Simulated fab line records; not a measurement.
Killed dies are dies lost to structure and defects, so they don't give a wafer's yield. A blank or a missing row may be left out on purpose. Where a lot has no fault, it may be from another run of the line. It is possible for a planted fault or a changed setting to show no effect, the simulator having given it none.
fab line records	flow sky130
[record] lots = 5	wafers = 15	last-day = 49
route steps=708 shown VIA3@582 METAL4@598 CAP2M@603 PAD_OPEN@708
lots that met no fault: taken from a fault-free run of the same line
start-h: hours from the record's first day to the start of the lot's first wafer shown	wait-h: hours since the lot's step before	" same as the row above	L1.1+2: several wafers, shown together as one row	- no value, or no start was given	* or withheld: withheld	< > ~ a bound
route shown NAME@n: names a module that has steps shown in the file, with the first one's number in the route	usual: mean and standard deviation over wafers with no fault	same: alike in all rows	chamber/n: place in a boat	sites: per-site readings	_std_site: standard deviation of those values	_edge_site: mean of outer sites minus mean of inner sites	radius-mm: how far each site lies from the wafer's centre	mask NAME#n: copy n	behind: the most recent tool/chamber to have shaped the wafer	hold: reason for holding the lot/hours on hold/outcome of the hold	device: which transistor (n, p or np) failed to switch	end of line: at the end of the route, the tests of the same wafers	for a step that has no rows: nothing shown but its recipe	killed: not the wafer's yield, but the dies lost to structure and defects at the first sort	map: a wafer's dies, x killed, . not, _ none there
set.NAME: the run value of the setting; set.NAME@STEP: its run value at that earlier step	model.NAME: the simulator's own value behind a step, which no gauge read
lots at selected steps of the route; one table per step, one row per wafer
services: the hour from which a tool's chamber was out of use, counted from the record's first day as start-h (under 0 if before that day), plus the number of hours and why
[[steps]]
[step SKY_VIA3_EXPOSE_09]
[recipe] mask-id = VIM3	na = 0.8	source-shape = annular	sigma-inner = 0.55	sigma-outer = 0.85	target-cd-nm = 200	dose-mj = 38
[step SKY_VIA3_PEB_10]
[recipe] peb-temp-c = withheld	peb-time-s = withheld	resist = KrF-thick
[step SKY_VIA3_DEVELOP_11]
[recipe] develop-time-s = 60	resist = KrF-thick	dev-temp-c = 21
[step SKY_VIA3_ETCH_14]
[recipe] chemistry = N2/H2	target = BARC	ion-energy-ev = 200	source-w = 500	bias-w = 100	pressure-mtorr = 30	n2-flow-sccm = 100	h2-flow-sccm = 200	stop-on = SiO2	time-s = 45.9	target-depth-a = 600
[step SKY_VIA3_ETCH_15]
[recipe] target = SiO2	chemistry = C4F8/O2/Ar	target-depth-nm = 507	stop-on = TiN	mask-material = KrF-thick	source-w = 1500	bias-w = 1200	pressure-mtorr = 40	c4f8-flow-sccm = withheld	O2_flow_sccm = 6	Ar_flow_sccm = 300	time-s = 78
[step SKY_VIA3_STRIP_16]
[recipe] chemistry = O2/N2	power-w = 1400	pressure-mtorr = 1500	platen-temp-c = withheld	o2-flow-sccm = 3000	n2-flow-sccm = 300	overash-fraction = 0.5
[step SKY_VIA3_STRIP_17]
[recipe] chemistry = post-etch-residue-remover	time-s = 1200	temp-c = 72.5
[step SKY_VIA3_CLEAN_18]
[recipe] chemistry = IPA	time-s = 180	temp-c = 25
[step SKY_VIA3_CLEAN_19]
[recipe] chemistry = O3/DIW	dry = n2-spin
[step SKY_VIA3_SPUTTER_20]
[recipe] material = TiN	target-thk-nm = 20	chamber-pressure-pa = 5	power-w = 4000	time-s = 80
[step SKY_VIA3_CVD_21]
[recipe] material = W	target-thk-nm = 390	time-s = 117.31	temp-c = 400	pressure-torr = 40
[usual] heater-power-w = 814/78
lot.wafer	tool	chamber	start-h	wait-h	heater-power-w
L645.2	cvd-w-01	1	962.26	0.0	683
L645.3	"	0	"	"	880
L645.6	"	1	"	"	662
L646.4	cvd-w-02	0	972.66	0.1	808
L646.5	"	0	"	"	800
L646.6	"	1	"	"	869
L650.3	cvd-w-01	1	1020.65	0.1	673
L650.5	"	1	"	"	691
L650.6	"	0	"	"	893
L652.4	cvd-w-01	1	1025.23	0.1	685
L652.5	"	0	"	"	888
L652.6	"	1	"	"	679
L653.2	cvd-w-01	1	1031.49	0.0	695
L653.3	"	0	"	"	882
L653.4	"	1	"	"	671
[step SKY_VIA3_CMP_24]
[recipe] stop-on = SiO2	t-overpolish-s = 20	down-force-psi = 3.5	platen-rpm = 60	target-thk-nm = 0	pad-velocity-m-s = 0.94248
[step SKY_METAL4_SPUTTER_00]
[recipe] material = Ti	target-thk-nm = 15	power-w = 3000	time-s = 10	chamber-pressure-pa = 0.4
[step SKY_METAL4_SPUTTER_01]
[recipe] material = TiN	target-thk-nm = 20	power-w = 6500	time-s = 16.7	chamber-pressure-pa = 0.4
[step SKY_METAL4_SPUTTER_02]
[recipe] material = AlCu	target-thk-nm = 735	power-w = 10600	time-s = 39.1	chamber-pressure-pa = 0.4
[step SKY_METAL4_SPUTTER_03]
[recipe] material = Ti	target-thk-nm = 5	power-w = 3000	time-s = 3.3	chamber-pressure-pa = 0.4
[step SKY_METAL4_SPUTTER_04]
[recipe] material = TiN	target-thk-nm = 70	power-w = 6500	time-s = 58.3	chamber-pressure-pa = 0.4
[step SKY_CAP2M_CVD_00]
[recipe] material = SiO2	target-thk-nm = 15.5	temp-c = 400	time-s = withheld	rf-w = 450
[step SKY_CAP2M_SPUTTER_02]
[recipe] material = TiN	target-thk-nm = 200	temp-c = 300	power-w = 6500	time-s = 166.7	chamber-pressure-pa = 0.4
[step SKY_CAP2M_DEHYDRATE_05]
[recipe] temp-c = 200	time-s = 60
[step SKY_CAP2M_HMDS_06]
[recipe] prime-time-s = 60	prime-temp-c = 120
[step SKY_CAP2M_COAT_07]
[recipe] resist = NOVOLAK	spin-rpm = 3000	resist-thk-nm = 1140
[step SKY_CAP2M_SOFTBAKE_08]
[recipe] temp-c = 90	time-s = 60	resist = NOVOLAK
[step SKY_CAP2M_EXPOSE_09]
[recipe] mask-id = CAP2M	na = 0.6	source-shape = conventional	sigma-outer = 0.6	polarization = unpolarized	target-cd-nm = 1000	dose-mj = 159
[step SKY_CAP2M_PEB_10]
[recipe] temp-c = withheld	time-s = *	resist = NOVOLAK
[step SKY_CAP2M_DEVELOP_11]
[recipe] resist = NOVOLAK	developer = TMAH	develop-time-s = 60	dev-temp-c = 23
[step SKY_CAP2M_METAL_ETCH_13]
[recipe] target-depth-nm = 220	stop-on = SiO2	chemistry = Cl2/BCl3	target = TiN	pressure-mtorr = 10	icp-w = 900	bias-w = 48.5	Cl2_flow_sccm = 60	bcl3-flow-sccm = 30	time-s = 62.9
[step SKY_CAP2M_STRIP_14]
[recipe] chemistry = O2/N2	power-w = 1400	pressure-mtorr = 1500	platen-temp-c = withheld	o2-flow-sccm = 3000	n2-flow-sccm = 300	overash-fraction = 0.5
[step SKY_CAP2M_STRIP_15]
[recipe] chemistry = post-etch-residue-remover	time-s = 1200	temp-c = 72.5
[step SKY_CAP2M_CLEAN_16]
[recipe] chemistry = IPA	time-s = 180	temp-c = 25
[step SKY_CAP2M_CLEAN_17]
[recipe] chemistry = O3/DIW	dry = n2-spin
[step SKY_METAL4_DEHYDRATE_05]
[recipe] temp-c = 200	time-s = 60
[step SKY_METAL4_HMDS_06]
[recipe] prime-time-s = 60	prime-temp-c = 120
[step SKY_METAL4_COAT_07]
[recipe] resist = BARC	temp-c = withheld	time-s = withheld	spin-rpm = 3000	resist-thk-nm = 60
[step SKY_PAD_OPEN_PROBE_99]
[usual] defect-limited-yield = 82.3/2.2	killed_at_M0_to_M3 = 43/7.3	killed_at_M4_up = 3.2/1.9	killed-at-contacts = 25/5.4	killed-at-front-end = 16/4.4	killed-at-other = 0.4/0.66	killed-dies = 87/11	killed-on-rim = 17/4.2	killed-open = 48/7.9	killed-short = 39/6.5	sort_bin_3_pad_short = 0.8/0.43	sort_bin_5_function = 10.5/1.6	sort_bin_6_memory = 6.4/1.2	sort-n-pass = 405/11	sort-yield-pct = 82.3/2.2
[same] gross-dies = 492	killed-at-back-side = 0	sort_bin_4_leakage[%] = 0	sort_bin_8_speed[%] = 0
lot.wafer	tool	chamber	start-h	wait-h	defect-limited-yield[%]	killed_at_M0_to_M3	killed_at_M4_up	killed-at-contacts	killed-at-front-end	killed-at-other	killed-dies	killed-on-rim	killed-open	killed-short	sort_bin_3_pad_short[%]	sort_bin_5_function[%]	sort_bin_6_memory[%]	sort-n-pass	sort-yield-pct[%]	model.etest.tester.sort-n-pass	model.etest.tester.sort-yield-pct	model.etest.tester.sort_bin_5_pct	model.etest.tester.sort_bin_3_pct
L645.2	prober-02	-	1107.57	0.1	82.5	41	2	19	22	2	86	19	46	39	0.6	11.6	5.3	406	82.5	406	82.52	11.59	0.6098
L645.3	prober-02	-	1107.62	0.2	80.7	46	2	34	13	0	95	23	61	34	1.2	11.0	7.1	397	80.7	397	80.69	10.98	1.22
L645.6	prober-02	-	1107.77	0.2	77.0	58	2	31	22	0	113	28	59	54	0.8	13.0	9.1	379	77.0	379	77.03	13.01	0.813
L646.4	prober-01	-	1115.77	0.2	84.6	41	2	24	9	0	76	12	43	33	0.2	10.6	4.7	416	84.6	416	84.55	10.57	0.2033
L646.5	prober-01	-	1115.82	0.2	86.4	37	2	18	10	0	67	14	39	28	0.6	7.5	5.5	425	86.4	425	86.38	7.52	0.6098
L646.6	prober-01	-	1115.87	0.2	83.7	45	1	20	13	1	80	12	47	33	1.6	10.4	4.3	412	83.7	412	83.74	10.37	1.626
L650.3	prober-02	-	1155.37	0.2	76.6	84	2	18	11	0	115	25	45	29	3.3	13.8	6.3	377	76.6	377	76.63	13.82	3.252
L650.5	prober-02	-	1155.47	0.2	76.4	77	1	22	16	0	116	21	46	29	3.0	14.4	6.1	376	76.4	376	76.42	14.43	3.049
L650.6	prober-02	-	1155.52	0.2	79.1	52	7	22	22	0	103	18	61	41	1.8	12.6	6.5	389	79.1	389	79.06	12.6	1.829
L652.4	prober-02	-	1159.92	0.2	75.2	89	1	20	11	1	122	33	46	34	3.0	14.4	7.3	370	75.2	370	75.2	14.43	3.049
L652.5	prober-02	-	1159.97	0.2	83.5	37	1	25	17	1	81	18	45	35	1.0	10.4	5.1	411	83.5	411	83.54	10.37	1.016
L652.6	prober-02	-	1160.02	0.2	75.4	71	4	28	18	0	121	31	44	40	3.3	13.2	8.1	371	75.4	371	75.41	13.21	3.252
L653.2	prober-01	-	1165.07	0.1	76.2	80	4	19	14	0	117	31	43	34	4.5	13.2	6.1	375	76.2	375	76.22	13.21	4.472
L653.3	prober-01	-	1165.12	0.2	83.3	39	3	29	11	0	82	15	40	41	1.6	10.2	4.9	410	83.3	410	83.33	10.16	1.626
L653.4	prober-01	-	1165.17	0.2	72.8	80	3	30	21	0	134	27	62	32	3.9	15.2	8.1	358	72.8	358	72.76	15.24	3.862
// killed by level:class
L645.2 POLY_GATE:geometric-particle:open=9 CONTACT:geometric-particle:open=9 VIA3:geometric-particle:open=7 VIA3:geometric-particle:short=6 VIA1:geometric-particle:open=6 POLY_GATE:geometric-particle:short=5 CONTACT:geometric-particle:short=5 VIA1:geometric-particle:short=5
L645.3 CONTACT:geometric-particle:open=16 VIA1:geometric-particle:open=10 CONTACT:geometric-particle:short=8 VIA2:geometric-particle:open=8 METAL2:geometric-particle:short=7 VIA3:geometric-particle:open=6 LI_CONTACT:geometric-particle:open=4 METAL1:geometric-particle:short=4
L645.6 VIA1:geometric-particle:open=12 CONTACT:geometric-particle:open=10 VIA3:geometric-particle:open=10 METAL2:geometric-particle:short=8 METAL1:geometric-particle:short=8 LI_CONTACT:geometric-particle:open=7 FIELD_ISO:geometric-particle:short=6 VIA1:geometric-particle:short=6
L646.4 CONTACT:geometric-particle:open=9 VIA1:geometric-particle:open=8 VIA3:geometric-particle:open=8 METAL1:geometric-particle:short=7 VIA1:geometric-particle:short=7 LI_CONTACT:geometric-particle:short=5 LI_CONTACT:geometric-particle:open=5 VIA2:geometric-particle:open=5
L646.5 CONTACT:geometric-particle:open=9 VIA1:geometric-particle:open=7 METAL2:geometric-particle:short=6 VIA1:geometric-particle:short=5 LI_CONTACT:geometric-particle:open=5 METAL1:geometric-particle:open=4 VIA3:geometric-particle:open=4 METAL1:geometric-particle:short=3
L646.6 VIA1:geometric-particle:open=10 CONTACT:geometric-particle:open=8 VIA3:geometric-particle:open=7 VIA1:geometric-particle:short=7 FIELD_ISO:geometric-particle:open=6 VIA2:geometric-particle:open=6 LI_CONTACT:geometric-particle:open=5 CONTACT:geometric-particle:short=5
L650.3 VIA3:unspecified=41 VIA1:geometric-particle:open=8 VIA2:geometric-particle:open=7 CONTACT:geometric-particle:open=6 LI_CONTACT:geometric-particle:open=5 METAL1:geometric-particle:short=5 FIELD_ISO:geometric-particle:open=4 SPACER:geometric-particle:open=4
L650.5 VIA3:unspecified=40 VIA1:geometric-particle:open=13 LI_CONTACT:geometric-particle:open=6 CONTACT:geometric-particle:open=6 FIELD_ISO:geometric-particle:open=5 FIELD_ISO:geometric-particle:short=4 METAL1:geometric-particle:short=4 LOCAL_INTERCONNECT:geometric-particle:short=4
L650.6 VIA1:geometric-particle:open=15 VIA3:geometric-particle:open=9 FIELD_ISO:geometric-particle:short=7 CONTACT:geometric-particle:open=7 LI_CONTACT:geometric-particle:open=7 VIA1:geometric-particle:short=6 VIA2:geometric-particle:open=6 FIELD_ISO:geometric-particle:open=5
L652.4 VIA3:unspecified=41 VIA3:geometric-particle:open=9 CONTACT:geometric-particle:open=9 VIA1:geometric-particle:open=7 VIA2:geometric-particle:open=7 METAL1:geometric-particle:short=6 METAL3:geometric-particle:short=6 CONTACT:geometric-particle:short=4
L652.5 LI_CONTACT:geometric-particle:open=8 VIA1:geometric-particle:open=8 VIA3:geometric-particle:open=8 FIELD_ISO:geometric-particle:open=6 FIELD_ISO:geometric-particle:short=6 LOCAL_INTERCONNECT:geometric-particle:short=6 CONTACT:geometric-particle:open=6 VIA2:geometric-particle:open=5
L652.6 VIA3:unspecified=37 CONTACT:geometric-particle:open=9 FIELD_ISO:geometric-particle:short=8 LI_CONTACT:geometric-particle:open=8 VIA1:geometric-particle:open=8 CONTACT:geometric-particle:short=6 VIA2:geometric-particle:open=5 FIELD_ISO:geometric-particle:open=4
L653.2 VIA3:unspecified=39 VIA1:geometric-particle:open=8 LI_CONTACT:geometric-particle:open=6 CONTACT:geometric-particle:open=6 VIA3:geometric-particle:open=5 VIA1:geometric-particle:short=5 METAL2:geometric-particle:short=5 POLY_GATE:geometric-particle:short=4
L653.3 LI_CONTACT:geometric-particle:open=12 METAL2:geometric-particle:short=8 VIA1:geometric-particle:short=7 VIA1:geometric-particle:open=7 CONTACT:geometric-particle:short=6 CONTACT:geometric-particle:open=6 FIELD_ISO:geometric-particle:open=5 VIA2:geometric-particle:open=5
L653.4 VIA3:unspecified=39 CONTACT:geometric-particle:open=13 LI_CONTACT:geometric-particle:open=9 VIA1:geometric-particle:open=9 METAL1:geometric-particle:short=8 FIELD_ISO:geometric-particle:short=6 VIA3:geometric-particle:open=6 POLY_GATE:geometric-particle:open=6
// map L650.5 (x killed, . not)
__________.........x_________
________..xx...x...xxx_______
______x........x.xxxxxxx_____
_____.....x..xx..xxxxxxxx____
____..............xxxxxxxx___
___..xx...........xxxxxxxx.__
__......x.x.......xxxxx.x..._
_....x......xx.x....x.xxxx...
_x...x....xx.................
_..............x........x....
_.x....x........x.....xx....x
_x....x.......x...x..........
_..x....x...............x....
_.............x..xx.xx..x..x.
_....xx.......xx.............
__..x..............x.xx..x.._
___x....x..x..x.......x....__
____..........x..xx.....x.___
_____..x.x...............____
______...x.........x..x._____
________...x..xx..x.x._______
__________.........._________
// map L652.4 (x killed, . not)
__________..x.....xx_________
________...........xxx_______
______xx....xx..xxxxxxxx_____
_____...x.......xxxxxxxxx____
____..............xxxxxxxx___
___x.x....x.....x.xxxxxxxxx__
__xx.............x...x.xx..._
_.x.........x........xx.xx.xx
_x.x..x..x..x..xx.....x......
_..xx...xx.x............x....
_xxx.............x.x..x......
_...................x.xx..xx.
_x........xx.x..........x...x
_.....................x.x..x.
_.x..xx.x..x.x.........x.x.x.
__...........x..x..x...xx..._
___x...............x.x....x__
____.........x.........x..___
_____..........x.x.......____
______..x..x............_____
________.............x_______
__________.........._________
[[services]]
tool	chamber	start-h	hours	kind
cvd-w-02	-	961.17	2.8	pm
cvd-w-01	-	1011.84	6.9	pm
[[key]]
[first-sign] step = SKY_PAD_OPEN_PROBE_99	reading = sort_bin_3_pad_short	direction = up	sigmas = 6.2	usual = 0.8	struck = 3.5
[effect] step = SKY_PAD_OPEN_PROBE_99	reading = killed_at_M0_to_M3	direction = up	sigmas = 5	usual = 43	struck = 80
[model-effect] step = SKY_PAD_OPEN_PROBE_99	value = etest.tester.sort-n-pass	without = 406	struck = 371.2
met-at SKY_VIA3_CVD_21
struck-wafers L650.3,L650.5,L652.4,L652.6,L653.2,L653.4
onset-between 962.26 1020.65
[fault] kind = chamber-particle-source	tool = cvd-w-01	chamber = 1	onset-h = 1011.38	steps = SKY_VIA3_CVD_21	rate-per-visit-cm2 = 1.5493	end-h = 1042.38
